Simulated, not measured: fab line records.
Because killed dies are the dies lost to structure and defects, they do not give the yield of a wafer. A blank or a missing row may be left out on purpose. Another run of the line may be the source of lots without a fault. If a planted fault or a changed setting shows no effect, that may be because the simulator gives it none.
Which tool is to blame?	flow gf180mcu	Sampling: 24 lots, 72 wafers, 4 of 602 route steps

== WHAT EACH GAUGE READ, for each wafer ==
GF_M3_RS_MEAS_05: a four-point-probe measurement.
lot	measured	on	M3_ALCU_RS (ohm/sq)
L074	day 20 04:58	film_metro-02	0.0714 0.0706 0.0695
L075	day 20 13:44	film_metro-03	0.0689 0.0690 0.0686
L076	day 20 20:32	film_metro-03	0.0681 0.0694 0.0692
L077	day 21 08:45	film_metro-03	0.0696 0.0688 0.0694
L078	day 21 18:07	film_metro-02	0.0701 0.0698 0.0696
L079	day 22 05:43	film_metro-02	0.0697 0.0695 0.0692
L080	day 22 15:46	film_metro-03	0.0708 0.0703 0.0701
L081	day 23 03:03	film_metro-03	0.0698 0.0698 0.0701
L083	day 23 12:40	film_metro-04	0.0693 0.0698 0.0685
L082	day 23 17:35	film_metro-04	0.0703 0.0709 0.0711
L084	day 24 12:02	film_metro-02	0.0703 0.0694 0.0707
L085	day 24 21:19	film_metro-02	0.0704 0.0695 0.0688
L086	day 24 23:35	film_metro-02	0.0695 0.0691 0.0693
L087	day 25 07:57	film_metro-03	0.0689 0.0710 0.0705
L088	day 25 15:31	film_metro-02	0.0691 0.0686 0.0684
L089	day 26 02:06	film_metro-04	0.0681 0.0690 0.0691
L090	day 26 06:41	film_metro-03	0.0688 0.0687 0.0688
L091	day 26 07:49	film_metro-03	0.0698 0.0706 0.0694
L092	day 26 16:38	film_metro-02	0.0696 0.0691 0.0696
L093	day 26 19:25	film_metro-04	0.0704 0.0698 0.0700
L094	day 27 09:56	film_metro-03	0.0695 0.0700 0.0689
L095	day 27 11:41	film_metro-02	0.0692 0.0700 0.0688
L096	day 27 16:53	film_metro-03	0.0694 0.0709 0.0698
L097	day 28 01:10	film_metro-02	0.0704 0.0701 0.0705

GF_V4_THK_MEAS_03.
lot	measured	on	V4_CVD_02_THK (nm)
L074	day 23 08:35	film_metro-01	842 845 854
L075	day 23 15:31	film_metro-01	844 861 857
L076	day 23 22:22	film_metro-03	848 836 854
L077	day 24 10:39	film_metro-01	842 857 844
L078	day 24 18:21	film_metro-01	843 837 849
L079	day 25 05:05	film_metro-04	843 839 862
L080	day 25 14:13	film_metro-04	842 840 833
L081	day 26 01:12	film_metro-04	846 852 867
L083	day 26 10:37	film_metro-03	847 858 845
L082	day 26 14:35	film_metro-04	839 856 840
L084	day 27 07:11	film_metro-01	843 867 862
L085	day 27 16:38	film_metro-01	852 844 867
L086	day 27 17:45	film_metro-04	847 868 848
L087	day 28 01:56	film_metro-01	858 846 858
L088	day 28 09:15	film_metro-04	846 849 864
L089	day 28 17:57	film_metro-04	844 845 859
L090	day 28 22:49	film_metro-03	837 845 863
L091	day 28 23:28	film_metro-04	839 851 847
L092	day 29 08:26	film_metro-03	828 846 850
L093	day 29 11:11	film_metro-03	842 844 856
L094	day 29 23:53	film_metro-01	850 865 850
L095	day 30 02:07	film_metro-03	834 841 853
L096	day 30 06:01	film_metro-01	845 863 860
L097	day 30 12:20	film_metro-03	851 854 858

== TOOL THAT RAN EACH LOT (tool first, then ch and the chambers of the sampled wafers, then the start) ==
lot	GF_SALICIDE_RTA_06	GF_CONTACT_CVD_24
L074	rtp_anneal-01 ch 0, day 14 23:55	cvd_w-02 ch 0,1, day 15 23:40
L075	rtp_anneal-02 ch 0, day 15 08:35	cvd_w-01 ch 0,1, day 16 07:47
L076	rtp_anneal-02 ch 0, day 15 15:41	cvd_w-02 ch 1, day 16 15:03
L077	rtp_anneal-01 ch 0, day 16 02:47	cvd_w-02 ch 0,1, day 17 02:47
L078	rtp_anneal-01 ch 0, day 16 10:56	cvd_w-02 ch 0,1, day 17 10:55
L079	rtp_anneal-02 ch 0, day 16 22:43	cvd_w-02 ch 0,1, day 17 23:35
L080	rtp_anneal-02 ch 0, day 17 07:07	cvd_w-01 ch 0,1, day 18 07:24
L081	rtp_anneal-02 ch 0, day 17 18:30	cvd_w-01 ch 0,1, day 18 19:33
L083	rtp_anneal-01 ch 0, day 18 05:17	cvd_w-01 ch 0,1, day 19 06:07
L082	rtp_anneal-01 ch 0, day 18 09:11	cvd_w-02 ch 0,1, day 19 11:21
L084	rtp_anneal-02 ch 0, day 19 04:31	cvd_w-01 ch 0,1, day 20 06:44
L085	rtp_anneal-01 ch 0, day 19 16:18	cvd_w-02 ch 0,1, day 20 17:56
L086	rtp_anneal-02 ch 0, day 19 19:39	cvd_w-02 ch 0,1, day 20 21:47
L087	rtp_anneal-02 ch 0, day 20 04:04	cvd_w-02 ch 0,1, day 21 05:38
L088	rtp_anneal-02 ch 0, day 20 11:55	cvd_w-02 ch 0,1, day 21 13:29
L089	rtp_anneal-02 ch 0, day 21 01:27	cvd_w-01 ch 1, day 22 02:37
L090	rtp_anneal-02 ch 0, day 21 05:29	cvd_w-01 ch 0,1, day 22 06:35
L091	rtp_anneal-02 ch 0, day 21 06:24	cvd_w-01 ch 0,1, day 22 07:45
L092	rtp_anneal-02 ch 0, day 21 17:36	cvd_w-01 ch 0,1, day 22 17:44
L093	rtp_anneal-02 ch 0, day 21 19:38	cvd_w-01 ch 0,1, day 22 20:30
L094	rtp_anneal-02 ch 0, day 22 14:30	cvd_w-02 ch 0,1, day 23 14:22
L095	rtp_anneal-01 ch 0, day 22 15:28	cvd_w-01 ch 0,1, day 23 15:34
L096	rtp_anneal-01 ch 0, day 22 20:49	cvd_w-01 ch 0,1, day 23 21:04
L097	rtp_anneal-01 ch 0, day 23 05:43	cvd_w-02 ch 0,1, day 24 05:46
- GF_SALICIDE_RTA_06: time 30 s.
- GF_CONTACT_CVD_24: deposits W, target thk 300 nm, time 90.339 s.

== WHAT THE TOOLS THEMSELVES READ (means of the sampled wafers that have a number; where no wafer has one, the mark that the record gives instead) ==
GF_SALICIDE_RTA_06.
lot	tool	lamp_power_pct (%)	wafer_temp_C_max
L074	rtp_anneal-01	6.2	532.7
L075	rtp_anneal-02	5.6	531.8
L076	rtp_anneal-02	5.6	531.2
L077	rtp_anneal-01	6.2	533.4
L078	rtp_anneal-01	6.2	533.1
L079	rtp_anneal-02	5.6	531.9
L080	rtp_anneal-02	5.6	531.5
L081	rtp_anneal-02	5.6	531.2
L083	rtp_anneal-01	6.2	533.3
L082	rtp_anneal-01	6.2	533.5
L084	rtp_anneal-02	5.6	531.3
L085	rtp_anneal-01	6.2	533.8
L086	rtp_anneal-02	5.6	531.3
L087	rtp_anneal-02	5.6	531.8
L088	rtp_anneal-02	5.6	531.6
L089	rtp_anneal-02	5.6	531.6
L090	rtp_anneal-02	5.6	531.7
L091	rtp_anneal-02	5.6	531.3
L092	rtp_anneal-02	5.6	531.2
L093	rtp_anneal-02	5.6	531.5
L094	rtp_anneal-02	5.6	531.5
L095	rtp_anneal-01	6.2	532.7
L096	rtp_anneal-01	6.2	532.8
L097	rtp_anneal-01	6.2	533.3

GF_CONTACT_CVD_24.
lot	tool	heater_power_w (W)
L074	cvd_w-02	763
L075	cvd_w-01	847
L076	cvd_w-02	686
L077	cvd_w-02	758
L078	cvd_w-02	773
L079	cvd_w-02	852
L080	cvd_w-01	852
L081	cvd_w-01	847
L083	cvd_w-01	854
L082	cvd_w-02	862
L084	cvd_w-01	807
L085	cvd_w-02	855
L086	cvd_w-02	767
L087	cvd_w-02	775
L088	cvd_w-02	859
L089	cvd_w-01	790
L090	cvd_w-01	822
L091	cvd_w-01	817
L092	cvd_w-01	862
L093	cvd_w-01	860
L094	cvd_w-02	874
L095	cvd_w-01	865
L096	cvd_w-01	866
L097	cvd_w-02	877

== THE ANSWER, worked out from the rows above alone ==
Rule: the usual values come from the lots themselves. Put in order of their means at a reading, lots are off if they are a third of the lots or fewer, leave a main group of 4 or more, and stand apart from it by a gap of 3 or more times the standard deviation of the main group's means; of several such gaps the widest counts. A main group whose means are all the same, to the digits that the tables above print for the reading, isn't used. Also off: a lot with no number at a reading for which 4 or more lots have one. Where the step has rows for the other lots, those lots are counted as sound. Order of review: gauges by route order, followed by the tools' own readings, for which a lot's mean as printed above is used. At the first step where some lot is off, the reading lying furthest off is the one used; lots without a number count as furthest.
None of the lots is off at any reading shown; this tells nothing.

== WHAT THE SIMULATOR PUT IN ==
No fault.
